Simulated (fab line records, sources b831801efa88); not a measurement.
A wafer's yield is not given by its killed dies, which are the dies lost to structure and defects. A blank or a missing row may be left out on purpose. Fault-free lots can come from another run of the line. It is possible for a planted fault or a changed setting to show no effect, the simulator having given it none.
The tool behind it: which one? | flow sfq_line | Sampling: 14 lots, 42 wafers, 2 of 325 route steps

== WHAT THE GAUGES READ, wafer by wafer ==
SFQ_M0_RS_MEAS_904: measurement is done with a four-point probe.
lot  | measured     | on            | M0_NB_RS (ohm/sq)
L961 | day 5 05:40  | film_metro-04 | 0.880 0.886 0.877
L962 | day 5 10:26  | film_metro-04 | 0.882 0.897 0.896
L963 | day 5 13:02  | film_metro-01 | 0.898 0.888 0.893
L964 | day 5 20:17  | film_metro-04 | 0.881 0.879 0.874
L966 | day 6 14:50  | film_metro-04 | 0.888 0.881 0.876
L969 | day 7 05:15  | film_metro-01 | 0.892 0.911 0.912
L970 | day 7 12:27  | film_metro-01 | 0.908 0.909 0.875
L973 | day 8 02:47  | film_metro-03 | 1.651 1.628 1.559
L974 | day 8 08:47  | film_metro-04 | 1.603 1.623 1.610
L979 | day 9 20:25  | film_metro-03 | 0.894 0.886 0.888
L980 | day 10 00:13 | film_metro-04 | 0.904 0.898 0.892
L981 | day 10 07:14 | film_metro-01 | 0.881 0.875 0.859
L982 | day 10 14:25 | film_metro-04 | 0.869 0.889 0.895
L984 | day 11 01:27 | film_metro-04 | 0.891 0.895 0.896

== TOOL THAT RAN EACH LOT (tool first, then ch and the chambers of the sampled wafers, then the start) ==
lot  | SFQ_TRILAYER_M0_DEP_SPUTTER_019
L961 | pvd_sputter-04, day 5 05:34
L962 | pvd_sputter-05, day 5 10:21
L963 | pvd_sputter-03, day 5 12:55
L964 | pvd_sputter-04, day 5 20:11
L966 | pvd_sputter-05, day 6 14:42
L969 | pvd_sputter-05, day 7 05:07
L970 | pvd_sputter-05, day 7 12:18
L973 | pvd_sputter-05, day 8 02:42
L974 | pvd_sputter-05, day 8 08:42
L979 | pvd_sputter-04, day 9 20:20
L980 | pvd_sputter-04, day 10 00:07
L981 | pvd_sputter-03, day 10 07:08
L982 | pvd_sputter-03, day 10 14:20
L984 | pvd_sputter-04, day 11 01:16
- SFQ_TRILAYER_M0_DEP_SPUTTER_019: material Nb, target thk 200 nm, time 133.3 s.

== WHAT THE TOOLS THEMSELVES READ (means of the sampled wafers that have a number; where no wafer has one, the mark that the record gives instead) ==
SFQ_TRILAYER_M0_DEP_SPUTTER_019.
lot  | tool           | chamber_pressure_pa (Pa) | throttle_valve_pct (%)
L961 | pvd_sputter-04 | 0.13329                  | 30.8
L962 | pvd_sputter-05 | 0.13348                  | 31.4
L963 | pvd_sputter-03 | 0.13347                  | 30.5
L964 | pvd_sputter-04 | 0.13350                  | 30.8
L966 | pvd_sputter-05 | 0.13317                  | 31.0
L969 | pvd_sputter-05 | 0.13333                  | 30.5
L970 | pvd_sputter-05 | 0.13332                  | 30.6
L973 | pvd_sputter-05 | 0.13326                  | 31.2
L974 | pvd_sputter-05 | 0.13330                  | 30.5
L979 | pvd_sputter-04 | 0.13327                  | 30.6
L980 | pvd_sputter-04 | 0.13328                  | 30.8
L981 | pvd_sputter-03 | 0.13341                  | 30.0
L982 | pvd_sputter-03 | 0.13331                  | 29.9
L984 | pvd_sputter-04 | 0.13340                  | 30.4

== THE ANSWER, worked out from the rows above alone ==
Rule: usual is defined by the lots themselves. The widest of any qualifying gaps counts: lots, ordered by their means at a reading, are off when they make up no more than a third of the lots, leave a main group of 4 or more, and stand apart from it by 3 or more times the standard deviation of that group's means. A main group is skipped when, at the precision printed for the reading in the tables above, its means are all equal. Also off: a lot with no number at a reading for which 4 or more lots have one. Any other lot the step has rows for is counted as sound. Order of review: gauges by route order, followed by the tools' own readings, for which a lot's mean as printed above is used. The first step at which some lot is off is used, and at that step the reading that is off furthest; a lot without a number counts as furthest.
Off: L973, L974, at SFQ_M0_RS_MEAS_904 (M0_NB_RS). The main group: mean 0.889 ohm/sq, standard deviation 0.0092.
A tool fits if, at a process step before that reading, it ran every lot that is off, and no sound lot after the first of them. Those tools and the gauges at SFQ_M0_RS_MEAS_904 are tried in the same way. One candidate fits, namely pvd_sputter-05 at SFQ_TRILAYER_M0_DEP_SPUTTER_019. A fault onset in the window from L970 (day 7 12:18, its last sound lot) to L973 (day 8 02:42, its first lot off) fits.

== WHAT THE SIMULATOR PUT IN ==
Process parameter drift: pvd_sputter-05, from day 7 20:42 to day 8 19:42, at SFQ_TRILAYER_M0_DEP_SPUTTER_019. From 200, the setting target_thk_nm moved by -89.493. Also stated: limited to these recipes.
Lots struck among those shown: L973, L974. Same finding as the rule above.
